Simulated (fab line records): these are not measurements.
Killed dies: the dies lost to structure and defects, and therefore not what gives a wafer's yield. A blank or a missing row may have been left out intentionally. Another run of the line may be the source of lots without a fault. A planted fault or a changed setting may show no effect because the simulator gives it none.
Comparing a struck lot with a sound one -- flow sky130 -- 36 out of 708 route steps
Sound: the wafers L825.2, L825.5, L825.6. Wafers L814.1, L814.3, L814.4 were the ones struck. Last of all comes the cause.
For every step that has rows: the tool of each side, followed by ch and its chambers, followed by its first start. Under that, the readings that differ: sound wafers -- struck wafers -- difference of the means -- sigmas: that difference in standard deviations of wafers without a fault.
alike: same words and numbers on both sides, and readings whose means sit less than 2 such deviations apart. not compared: any withheld reading, any reading some wafer has no value for, any bound like >300 that may hide the same value, and any number with overlapping values for which the record gives no deviation.
Wherever a step has rows on one side only, a row that says differs or no value, or a row with sigmas, the two part there. Numbers that don't overlap but have no deviation are shown without sigmas and don't part them. Lack of a reading on every wafer of one side parts them only where that side has two or more wafers.

first, 10 steps without rows for these wafers: SKY_GATE_OXIDE_COAT_05 (resist thk 1140 nm); SKY_GATE_OXIDE_SOFTBAKE_06 (time 60 s); SKY_GATE_OXIDE_EXPOSE_07 (exposes mask LVOM, target cd 600 nm); SKY_GATE_OXIDE_PEB_08; SKY_GATE_OXIDE_DEVELOP_09 (develop time 60 s); SKY_GATE_OXIDE_IMPLANT_11; SKY_GATE_OXIDE_WET_ETCH_12 (etches SiO2 in dHF, target depth 16.8 nm, time 344.7 s); SKY_GATE_OXIDE_STRIP_13 (strips in O2/N2); SKY_GATE_OXIDE_CLEAN_15 (cleans in SC1/SC2, time 150 s); SKY_GATE_OXIDE_OXIDATION_16 (stabilise 600 s, purge 300 s, target thk 3.57 nm).
SKY_POLY_GATE_CVD_00: deposits poly-Si, target thk 180 nm, time 720 s.
  sound on lpcvd-01 ch 1, day 21 11:38; struck on lpcvd-01 ch 1, day 17 10:48
reading,sound,struck,difference,sigmas
spike-tc-bottom-C (C),638.7 640.0 639.3,621.8 621.6 622.3,-17.4,-16
spike-tc-centre-C (C),619.0 619.0 620.2,601.4 600.9 601.8,-18.0,-20
spike-tc-lower-C (C),619.1 619.9 620.2,601.0 602.8 601.8,-17.9,-14
spike-tc-top-C (C),639.9 639.1 638.5,622.4 622.1 621.2,-17.3,-16
spike-tc-upper-C (C),618.9 619.9 620.1,602.8 602.9 601.5,-17.2,-17
susceptor-temp-C (C),620.19 620.74 620.08,601.48 601.37 601.60,-18.85,-70
zone-power-top-pct (%),20.48 20.25 20.32,19.39 19.47 19.45,-0.91,-5
model.poly-Si_of_POLY_GATE_CVD_00.thk-nm (nm),181.2 181.6 182.3,118.4 119.8 117.4,-63.2,
SKY_POLY_GATE_THK_MEAS_01:
  sound on film-metro-01, day 21 12:51; struck on film-metro-04, day 17 12:00
reading,sound,struck,difference,sigmas
POLY_GATE_CVD_00_THK (nm),181.2 181.8 182.4,118.5 119.8 117.4,-63.2,-42
then, 9 steps without rows for these wafers: SKY_RES_PROTECT_DEHYDRATE_00 (time 60 s); SKY_RES_PROTECT_HMDS_01 (prime time 60 s); SKY_RES_PROTECT_COAT_02 (resist thk 1140 nm); SKY_RES_PROTECT_SOFTBAKE_03 (time 60 s); SKY_RES_PROTECT_EXPOSE_04 (exposes mask RPM, target cd 1270 nm); SKY_RES_PROTECT_PEB_05; SKY_RES_PROTECT_DEVELOP_06 (develop time 61.77 s); SKY_POLY_GATE_IMPLANT_02; SKY_RES_PROTECT_STRIP_07 (strips in O2/N2).
SKY_RES_PROTECT_CLEAN_09: cleans in SC1/SC2, time 150 s.
  sound on wet-bench-02 ch 2, day 22 19:48; struck on wet-bench-01 ch 0, day 18 17:21
reading,sound,struck,difference,sigmas
model.poly-Si_of_POLY_GATE_CVD_00.thk-nm (nm),180.6 181 181.7,117.8 119.2 116.8,-63.2,
then, 11 steps without rows for these wafers: SKY_POLY_GATE_CVD_03 (deposits Si3N4 from DCS/NH3, target thk 75 nm, time 1290 s); SKY_POLY_GATE_DEHYDRATE_05 (time 60 s); SKY_POLY_GATE_HMDS_06 (prime time 60 s); SKY_POLY_GATE_COAT_07 (resist thk 110 nm); SKY_POLY_GATE_COAT_08 (resist thk 450 nm); SKY_POLY_GATE_SOFTBAKE_09 (time 90 s); SKY_POLY_GATE_EXPOSE_10 (exposes mask P1M, target cd 150 nm); SKY_POLY_GATE_PEB_11; SKY_POLY_GATE_DEVELOP_12 (develop time 60 s); SKY_POLY_GATE_ETCH_15 (etches BARC in N2/H2, stops on SiO2, time 118.5 s, target depth 110 nm); SKY_POLY_GATE_ETCH_16 (etches Si3N4 in CH3F/O2, stops on poly-Si, time 147.5 s, target depth 75 nm).
SKY_POLY_GATE_ETCH_17: etches poly-Si in HBr/Cl2, stops on SiO2, target depth 180 nm, time 70.5 s.
  sound on rie-si-01 ch 1,2, day 24 04:59; struck on rie-si-01 ch 0,1,3, day 20 01:38
reading,sound,struck,difference,sigmas
oes-product-au (a.u.),0.995 0.991 1.000,0.742 0.747 0.739,-0.253,-26
model.etch.depth-nm (nm),180.6 181 181.7,117.8 119.2 116.8,-63.2,
model.POLY_GATE.feature-depth-nm (nm),180.6 181 181.7,117.8 119.2 116.8,-63.2,
  alike: drypump-motor-current-A, throttle-valve-pct
  not compared: rf-hours-counter-h
then, 1 step without rows for these wafers: SKY_POLY_GATE_STRIP_18 (strips in O2/N2).
-- the record jumps here: 28 days lie between the struck wafers' starts before and after (it left off in module POLY_GATE and takes up again in module PAD_OPEN, whose first step shown is number 708 of the route) --
SKY_PAD_OPEN_PROBE_99:
  sound on prober-02, day 50 21:04; struck on prober-01, day 48 11:56
reading,sound,struck,difference,sigmas
model.etest.res-high-po.line-ohm-um,721.7 753.4 749.4,1094 1073 1093,+345,
model.etest.res-poly.line-ohm-um,504.4 520.2 508.7,759.1 787.1 765.3,+259.4,
model.etest.pfet_01v8.r-on-ohm-um,2824 2808 2849,3013 2930 3067,+176,
model.etest.tip-p.rs-ohm-sq,6736 6698 6773,7010 6974 7046,+274,
model.etest.res-high-po.rs-ohm-sq,253.2 258.7 262.6,390.6 378.4 381.2,+125.2,
model.etest.res-poly.rs-ohm-sq,47.55 48.24 47.76,74.78 73.25 73.82,+26.10,
  alike: killed_at_M0_to_M3, killed_at_M4_up, killed-at-contacts, killed-at-front-end, killed-at-other, killed-dies, killed-on-rim, killed-open, killed-short
  not compared: model.etest.tip-sonos.rs-ohm-sq, model.etest.nfet_01v8_lvt.drive-ua-um

WHERE THEY PART
Earliest at SKY_POLY_GATE_CVD_00; latest, in this record, at SKY_POLY_GATE_ETCH_17. Later steps at which nothing parts them and some readings are alike: SKY_PAD_OPEN_PROBE_99.

WHY: what the simulator had put in
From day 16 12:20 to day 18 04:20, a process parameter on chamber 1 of lpcvd-01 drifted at SKY_POLY_GATE_CVD_00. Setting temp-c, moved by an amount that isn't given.
